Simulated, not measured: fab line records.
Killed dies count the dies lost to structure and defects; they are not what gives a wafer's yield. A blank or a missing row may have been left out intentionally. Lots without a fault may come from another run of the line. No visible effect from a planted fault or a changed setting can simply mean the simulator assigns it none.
Struck lot and sound lot, side by side | flow sky130 | 41 out of 708 route steps
Sound: these wafers, L843.1, L843.3, L843.6. Wafers L856.2, L856.3, L856.6 were the ones struck. The cause is given at the end.
For every step that has rows: the tool of each side, followed by ch and its chambers, followed by its first start. Under that, the readings that differ: sound wafers | struck wafers | difference of the means | sigmas: that difference in standard deviations of wafers without a fault.
alike: words and numbers the same on both sides, and readings whose means are apart by under 2 such deviations; not compared: readings that were withheld, readings missing a value for some wafer, numbers with overlapping values and no deviation given by the record, and bounds like >300 which may hide the same value.
The two part at a step that has a row with sigmas, a row that says differs or no value, or rows on one side only. When numbers do not overlap yet have no deviation, they are printed without sigmas and do not part them. A reading missing from all wafers of one side parts the sides only when that side holds two or more wafers.

first, 5 steps without rows for these wafers: SKY_GATE_OXIDE_COAT_05 (resist thk 1140 nm); SKY_GATE_OXIDE_SOFTBAKE_06 (time 60 s); SKY_GATE_OXIDE_EXPOSE_07 (exposes mask LVOM, target cd 600 nm); SKY_GATE_OXIDE_PEB_08; SKY_GATE_OXIDE_DEVELOP_09 (develop time 60 s).
SKY_GATE_OXIDE_OVL_MEAS_10:
  struck on overlay-02, day 19 22:58; sound on overlay-01, day 16 19:34
  alike: GATE_OXIDE_OVL
then, 2 steps without rows for these wafers: SKY_GATE_OXIDE_IMPLANT_11; SKY_GATE_OXIDE_WET_ETCH_12 (etches SiO2 in dHF, target depth 16.8 nm, time 336 s).
SKY_GATE_OXIDE_STRIP_13: strips in O2/N2.
  sound on plasma-asher-01 ch 0,1, day 16 19:51; struck on plasma-asher-04 ch 0,1, day 19 23:15
  alike: drypump-motor-current-A, oes-product-au, strip-time-to-endpoint-s
  not compared: rf-hours-counter-h
SKY_GATE_OXIDE_TW_MEAS_14:
  struck on film-metro-04, day 19 23:22; sound on film-metro-04, day 16 19:57
  alike: GATE_OXIDE_TW
then, 2 steps without rows for these wafers: SKY_GATE_OXIDE_CLEAN_15 (cleans in SC1/SC2, time 150 s); SKY_GATE_OXIDE_OXIDATION_16 (stabilise 600 s, purge 300 s, target thk 3.57 nm).
SKY_POLY_GATE_CVD_00: deposits poly-Si, target thk 180 nm, time 720 s.
  sound on lpcvd-01 ch 0, day 16 21:35; struck on lpcvd-01 ch 0, day 20 01:32
  reading                                       | sound           | struck            | difference | sigmas
  model.poly-Si_of_POLY_GATE_CVD_00.thk-nm (nm) | 178 177.9 179.8 | 193.5 192.9 193.7 | +14.8      |
  alike: pressure-mtorr
SKY_POLY_GATE_THK_MEAS_01:
  struck on film-metro-04, day 20 02:58; sound on film-metro-02, day 16 22:47
  reading                   | sound             | struck            | difference | sigmas
  POLY_GATE_CVD_00_THK (nm) | 178.0 177.8 179.7 | 193.6 193.0 193.8 | +15.0      | +11
  not compared: hold
then, 7 steps without rows for these wafers: SKY_RES_PROTECT_HMDS_01 (prime time 60 s); SKY_RES_PROTECT_COAT_02 (resist thk 1140 nm); SKY_RES_PROTECT_SOFTBAKE_03 (time 60 s); SKY_RES_PROTECT_EXPOSE_04 (exposes mask RPM, target cd 1270 nm); SKY_RES_PROTECT_PEB_05; SKY_RES_PROTECT_DEVELOP_06 (develop time 60 s); SKY_POLY_GATE_IMPLANT_02.
SKY_RES_PROTECT_STRIP_07: strips in O2/N2.
  sound on plasma-asher-04 ch 0,1, day 18 02:24; struck on plasma-asher-04 ch 0, day 21 09:03
  alike: drypump-motor-current-A, oes-product-au, strip-time-to-endpoint-s
  not compared: rf-hours-counter-h
SKY_RES_PROTECT_TW_MEAS_08:
  struck on film-metro-03, day 21 09:10; sound on film-metro-03, day 18 02:30
  alike: POLY_GATE_TW
SKY_RES_PROTECT_CLEAN_09: cleans in SC1/SC2, time 150 s.
  sound on wet-bench-01 ch 1, day 18 02:34; struck on wet-bench-01 ch 0, day 21 09:13
  reading                                       | sound             | struck            | difference | sigmas
  model.poly-Si_of_POLY_GATE_CVD_00.thk-nm (nm) | 177.4 177.3 179.2 | 192.9 192.3 193.1 | +14.8      |
then, 1 step without rows for these wafers: SKY_POLY_GATE_CVD_03 (deposits Si3N4 from DCS/NH3, target thk 75 nm, time 1290 s).
SKY_POLY_GATE_THK_MEAS_04:
  struck on film-metro-04, day 21 10:38; sound on film-metro-03, day 18 09:10
  alike: POLY_GATE_CVD_03_THK
then, 8 steps without rows for these wafers: SKY_POLY_GATE_DEHYDRATE_05 (time 60 s); SKY_POLY_GATE_HMDS_06 (prime time 60 s); SKY_POLY_GATE_COAT_07 (resist thk 110 nm); SKY_POLY_GATE_COAT_08 (resist thk 450 nm); SKY_POLY_GATE_SOFTBAKE_09 (time 90 s); SKY_POLY_GATE_EXPOSE_10 (exposes mask P1M, target cd 150 nm); SKY_POLY_GATE_PEB_11; SKY_POLY_GATE_DEVELOP_12 (develop time 60 s).
SKY_POLY_GATE_CD_MEAS_13: the cd target is 150 nm.
  struck on cd-sem-02, day 22 17:35; sound on cd-sem-02, day 19 13:40
  alike: cd-nm
SKY_POLY_GATE_OVL_MEAS_14:
  struck on overlay-02, day 22 17:42; sound on overlay-01, day 19 13:47
  alike: POLY_GATE_OVL
SKY_POLY_GATE_ETCH_15: etches BARC in N2/H2, stops on SiO2, time 118.5 s, target depth 110 nm.
  sound on rie-diel-01 ch 0,1, day 19 13:50; struck on rie-diel-01 ch 0,3, day 22 17:44
  alike: drypump-motor-current-A, oes-product-au, throttle-valve-pct
  not compared: rf-hours-counter-h
SKY_POLY_GATE_ETCH_16: etches Si3N4 in CH3F/O2, stops on poly-Si, time 147.5 s, target depth 75 nm.
  sound on rie-diel-01 ch 0,1, day 19 13:55; struck on rie-diel-01 ch 0,3, day 22 17:49
  alike: drypump-motor-current-A, oes-product-au, throttle-valve-pct
  not compared: rf-hours-counter-h
SKY_POLY_GATE_ETCH_17: etches poly-Si in HBr/Cl2, stops on SiO2, target depth 180 nm, time 70.5 s.
  sound on rie-si-02 ch 0,1,3, day 19 14:01; struck on rie-si-02 ch 0,1,2, day 22 17:55
  reading               | sound             | struck            | difference | sigmas
  oes-product-au (a.u.) | 0.989 0.983 0.976 | 0.988 1.023 1.005 | +0.023     | +3
  alike: drypump-motor-current-A, throttle-valve-pct
  not compared: rf-hours-counter-h, model.POLY_GATE.feature-depth-nm, model.etch.depth-nm
SKY_POLY_GATE_STRIP_18: strips in O2/N2.
  sound on plasma-asher-03 ch 0,1, day 19 14:04; struck on plasma-asher-02 ch 0,1, day 22 17:58
  alike: drypump-motor-current-A, oes-product-au, strip-time-to-endpoint-s
  not compared: rf-hours-counter-h
SKY_PAD_OPEN_PROBE_99:
  sound wafers here have rows in the record (prober-02, day 48 06:28); struck ones have none

== WHERE THEY PART ==
Last at SKY_PAD_OPEN_PROBE_99 as far as this record goes, first at SKY_POLY_GATE_THK_MEAS_01.

WHY: what the simulator had put in
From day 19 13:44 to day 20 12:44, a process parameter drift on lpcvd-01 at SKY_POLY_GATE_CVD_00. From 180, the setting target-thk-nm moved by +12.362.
